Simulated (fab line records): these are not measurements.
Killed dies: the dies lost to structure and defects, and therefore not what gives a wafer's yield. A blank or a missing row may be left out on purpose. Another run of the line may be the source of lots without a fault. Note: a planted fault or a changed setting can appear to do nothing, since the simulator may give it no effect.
fab line records	flow sky130	part 2 of 2: steps 27 to 41 of 41
record: lots: 5	wafers: 15	last_day: 50
route steps=708 shown CONTACT@429 METAL1@434 VIA1@458
lots untouched by any fault: they come from a run of this same line in which no faults occurred
start_h: hours from the record's first day to the start of the lot's first wafer shown	wait_h: hours since the lot's step before	" the same as in the row above	L1.1+2: several wafers, shown together as one row	- no value, or no start given	* or withheld: withheld	< > ~ a bound
route shown NAME@n: names a module that has steps shown in the file, with the first one's number in the route	usual: average and standard deviation across the fault-free wafers	same: alike in all rows	chamber/n: place in a boat	sites: readings site by site	_std_site: standard deviation across them	_edge_site: inner sites' mean taken away from outer sites' mean	radius_mm: for every site, how far away it sits from the centre of the wafer	mask NAME#n: copy n	behind: the tool/chamber that last shaped the wafer	hold: cause of the lot's hold/its duration in hours/its outcome	device: transistor that didn't switch, given as n, p or np	end of line: the tests these same wafers got at the end of their route	step lacking rows: just its recipe	killed: count of dies lost to structure and defects at first sort (not the wafer's yield)	map: a wafer's dies, x killed, . not, _ none there
set.NAME: the setting the step ran with; set.NAME@STEP: the setting that earlier step ran with	model.NAME: the simulator's own value behind a step, which no gauge read
lots at some steps of the route; a table a step, a row a wafer
services: the hour from which a tool's chamber was out of use, counted from the record's first day as start_h (under 0 if before that day), plus the number of hours and why
== steps ==
step: SKY_METAL1_STRIP_21
recipe: chemistry: post_etch_residue_remover	time_s: 1200	temp_c: 72.5
usual: bath_guard_temp_C: 72.4/0.61
lot.wafer	tool	chamber	start_h	wait_h	bath_guard_temp_C
L074.1	wet_bench-04	3	761.37	0.1	72.0
L074.2	"	3	"	"	72.2
L074.4	"	3	"	"	72.0
L081.2	wet_bench-04	1	823.12	0.1	72.9
L081.3	"	1	"	"	73.3
L081.5	"	1	"	"	73.3
L082.1	wet_bench-02	3	827.51	0.1	73.1
L082.2	"	3	"	"	73.2
L082.4	"	3	"	"	72.8
L087.2	wet_bench-02	3	875.41	0.1	73.1
L087.5	"	3	"	"	72.6
L087.6	"	3	"	"	72.6
L095.1	wet_bench-04	2	934.50	0.1	72.4
L095.2	"	2	"	"	71.8
L095.6	"	2	"	"	72.3
step: SKY_METAL1_CLEAN_22
recipe: chemistry: IPA	time_s: 180	temp_c: 25
lot.wafer	tool	chamber	start_h	wait_h
L074.1+2+4	wet_bench-01	2	761.72	0.0
L081.2+3+5	wet_bench-02	3	823.47	0.0
L082.1+2+4	wet_bench-04	1	827.85	0.0
L087.2+5+6	wet_bench-01	2	875.75	0.0
L095.1+2+6	wet_bench-02	1	934.84	0.0
step: SKY_METAL1_CLEAN_23
recipe: chemistry: O3/DIW	dry: n2_spin
lot.wafer	tool	chamber	start_h	wait_h
L074.1+2+4	wet_bench-04	1	761.77	0.0
L081.2+3+5	wet_bench-01	0	823.52	0.0
L082.1+2+4	wet_bench-02	0	827.91	0.0
L087.2+5+6	wet_bench-04	1	875.81	0.0
L095.1+2+6	wet_bench-04	1	934.90	0.0
step: SKY_VIA1_HDPCVD_00
recipe: material: SiO2	target_thk_nm: 1030	sigma_open_frac: 0.3	time_s: 171.7	temp_c: 400	sih4_flow_sccm: 60	pressure_mtorr: 6
lot.wafer	tool	chamber	start_h	wait_h
L074.1+2+4	hdpcvd-01	2,0,0	761.87	0.0
L081.2+3+5	hdpcvd-01	1,0,2	823.62	0.0
L082.1+2+4	hdpcvd-01	2,0,1	828.00	0.0
L087.2+5+6	hdpcvd-01	1,1,2	875.91	0.0
L095.1+2+6	hdpcvd-02	0,1,0	934.99	0.0
step: SKY_VIA1_THK_MEAS_01
recipe: reads: SiO2_of_VIA1_HDPCVD_00
usual: VIA1_HDPCVD_THK: 1034/9.3
lot.wafer	tool	chamber	start_h	wait_h	VIA1_HDPCVD_THK[nm]
L074.1	film_metro-02	-	761.98	0.1	1038
L074.2	"	-	"	"	1020
L074.4	"	-	"	"	1034
L081.2	film_metro-03	-	823.74	0.1	1032
L081.3	"	-	"	"	1015
L081.5	"	-	"	"	1033
L082.1	film_metro-02	-	828.11	0.1	1035
L082.2	"	-	"	"	1031
L082.4	"	-	"	"	1042
L087.2	film_metro-04	-	876.03	0.1	1032
L087.5	"	-	"	"	1019
L087.6	"	-	"	"	1027
L095.1	film_metro-03	-	935.11	0.1	1041
L095.2	"	-	"	"	1043
L095.6	"	-	"	"	1048
step: SKY_VIA1_CMP_02
recipe: material: SiO2	down_force_psi: 4	platen_rpm: 60	pad_velocity_m_s: 0.94248
usual: motor_current_A: 12.5/0.73
lot.wafer	tool	chamber	start_h	wait_h	motor_current_A
L074.1	cmp-02	1	762.04	0.1	12.2
L074.2	"	3	"	"	13.5
L074.4	"	0	"	"	11.5
L081.2	cmp-02	1	823.98	0.2	12.2
L081.3	"	2	"	"	12.6
L081.5	"	1	"	"	13.0
L082.4	cmp-02	2	828.17	0.0	12.4
L082.2	"	0	"	"	11.7
L082.1	"	1	"	"	12.2
L087.2	cmp-02	2	876.23	0.2	12.8
L087.6	"	3	"	"	13.3
L087.5	"	0	"	"	11.7
L095.2	cmp-02	1	935.30	0.2	12.7
L095.1	"	3	"	"	12.3
L095.6	"	0	"	"	11.2
step: SKY_VIA1_BOW_MEAS_03
recipe: mode: bow
usual: VIA1_BOW: 80/7.6
lot.wafer	tool	chamber	start_h	wait_h	VIA1_BOW[um]
L074.1	film_metro-04	-	762.34	0.2	74
L074.2	"	-	"	"	88
L074.4	"	-	"	"	82
L081.2	film_metro-03	-	824.30	0.3	80
L081.3	"	-	"	"	74
L081.5	"	-	"	"	81
L082.1	film_metro-04	-	828.47	0.1	82
L082.2	"	-	"	"	79
L082.4	"	-	"	"	83
L087.2	film_metro-02	-	876.40	0.1	78
L087.5	"	-	"	"	75
L087.6	"	-	"	"	78
L095.1	film_metro-03	-	935.55	0.1	89
L095.2	"	-	"	"	75
L095.6	"	-	"	"	79
step: SKY_VIA1_DEHYDRATE_04
recipe: temp_c: 200	time_s: 60
lot.wafer	tool	chamber	start_h	wait_h
L074.1+2+4	litho_track-01	0	773.38	11.0
L081.2+3+5	litho_track-03	0	836.68	12.4
L082.1+2+4	litho_track-01	0	841.38	12.9
L087.2+5+6	litho_track-03	0	887.53	11.1
L095.1+2+6	litho_track-02	0	947.11	11.5
step: SKY_VIA1_HMDS_05
recipe: prime_time_s: 60	prime_temp_c: 120
lot.wafer	tool	chamber	start_h	wait_h
L074.1+2+4	litho_track-01	0	773.53	0.1
L081.2+3+5	litho_track-03	0	836.83	0.1
L082.1+2+4	litho_track-01	0	841.53	0.1
L087.2+5+6	litho_track-03	0	887.68	0.1
L095.1+2+6	litho_track-02	0	947.26	0.1
step: SKY_VIA1_COAT_06
recipe: resist: BARC	temp_c: withheld	time_s: withheld	spin_rpm: 3000	resist_thk_nm: 60
lot.wafer	tool	chamber	start_h	wait_h
L074.1+2+4	litho_track-01	0	773.68	0.1
L081.2+3+5	litho_track-03	0	836.98	0.1
L082.1+2+4	litho_track-01	0	841.68	0.1
L087.2+5+6	litho_track-03	0	887.83	0.1
L095.1+2+6	litho_track-02	0	947.41	0.1
step: SKY_VIA1_COAT_07
recipe: resist: KrF-thick	spin_rpm: 3000	resist_thk_nm: 450
lot.wafer	tool	chamber	start_h	wait_h
L074.1+2+4	litho_track-01	0	-	-
L081.2+3+5	litho_track-03	0	-	-
L082.1+2+4	litho_track-01	0	-	-
L087.2+5+6	litho_track-03	0	-	-
L095.1+2+6	litho_track-02	0	-	-
step: SKY_VIA1_SOFTBAKE_08
recipe: temp_c: 100	time_s: 87.2	resist: KrF-thick
lot.wafer	tool	chamber	start_h	wait_h
L074.1+2+4	litho_track-01	0	-	-
L081.2+3+5	litho_track-03	0	-	-
L082.1+2+4	litho_track-01	0	-	-
L087.2+5+6	litho_track-03	0	-	-
L095.1+2+6	litho_track-02	0	-	-
step: SKY_VIA1_EXPOSE_09
recipe: mask_id: VIM	na: 0.8	source_shape: annular	sigma_inner: 0.55	sigma_outer: 0.85	target_cd_nm: 150	dose_mj: 38
usual: exposure_dose_mJ_cm2: 37.94/0.044
lot.wafer	tool	chamber	start_h	wait_h	mask	exposure_dose_mJ_cm2
L074.1	krf_scanner-02	0	-	-	VIM#0	37.89
L074.2	"	0	"	"	VIM#0	37.93
L074.4	"	0	"	"	VIM#0	37.95
L081.2	krf_scanner-02	0	-	-	VIM#0	37.94
L081.3	"	0	"	"	VIM#0	37.97
L081.5	"	0	"	"	VIM#0	37.99
L082.1	krf_scanner-01	0	-	-	VIM#0	37.90
L082.2	"	0	"	"	VIM#0	37.88
L082.4	"	0	"	"	VIM#0	37.85
L087.2	krf_scanner-01	0	-	-	VIM#0	37.88
L087.5	"	0	"	"	VIM#0	37.89
L087.6	"	0	"	"	VIM#0	37.88
L095.1	krf_scanner-01	0	-	-	VIM#0	37.95
L095.2	"	0	"	"	VIM#0	37.98
L095.6	"	0	"	"	VIM#0	37.93
step: SKY_VIA1_PEB_10
recipe: peb_temp_c: withheld	peb_time_s: withheld	resist: KrF-thick
lot.wafer	tool	chamber	start_h	wait_h
L074.1+2+4	litho_track-02	0	-	-
L081.2+3+5	litho_track-01	0	-	-
L082.1+2+4	litho_track-01	0	-	-
L087.2+5+6	litho_track-02	0	-	-
L095.1+2+6	litho_track-03	0	-	-
step: SKY_VIA1_DEVELOP_11
recipe: develop_time_s: 60	resist: KrF-thick	dev_temp_c: 21
lot.wafer	tool	chamber	start_h	wait_h
L074.1+2+4	litho_track-02	0	-	-
L081.2+3+5	litho_track-01	0	-	-
L082.1+2+4	litho_track-01	0	-	-
L087.2+5+6	litho_track-02	0	-	-
L095.1+2+6	litho_track-03	0	-	-
== services ==
tool	chamber	start_h	hours	kind
cmp-02	-	710.48	2.5	repair
krf_scanner-02	-	717.93	1.3	pm
cmp-02	-	723.91	0.3	repair
pvd_sputter-02	-	726.05	57.2	repair
cmp-02	-	728.31	3.6	pm
krf_scanner-02	-	745.66	0.8	pm
krf_scanner-01	-	747.20	1.3	pm
cmp-02	-	747.22	4.0	pm
krf_scanner-01	-	748.81	2.6	repair
cmp-02	-	752.79	2.1	repair
krf_scanner-01	-	753.35	0.6	repair
pvd_sputter-04	-	765.51	4.3	repair
krf_scanner-01	-	766.68	0.8	pm
cmp-02	-	790.23	0.8	repair
krf_scanner-02	-	797.19	1.0	pm
krf_scanner-02	-	798.81	7.2	pm
rie_metal-02	-	824.26	1.4	pm
krf_scanner-01	-	852.01	1.0	pm
krf_scanner-01	-	884.03	0.6	repair
cmp-02	-	889.81	1.9	repair
krf_scanner-02	-	893.71	1.3	pm
cmp-02	-	913.94	2.0	repair
pvd_sputter-03	-	924.89	2.9	repair
cmp-02	-	930.03	0.5	repair
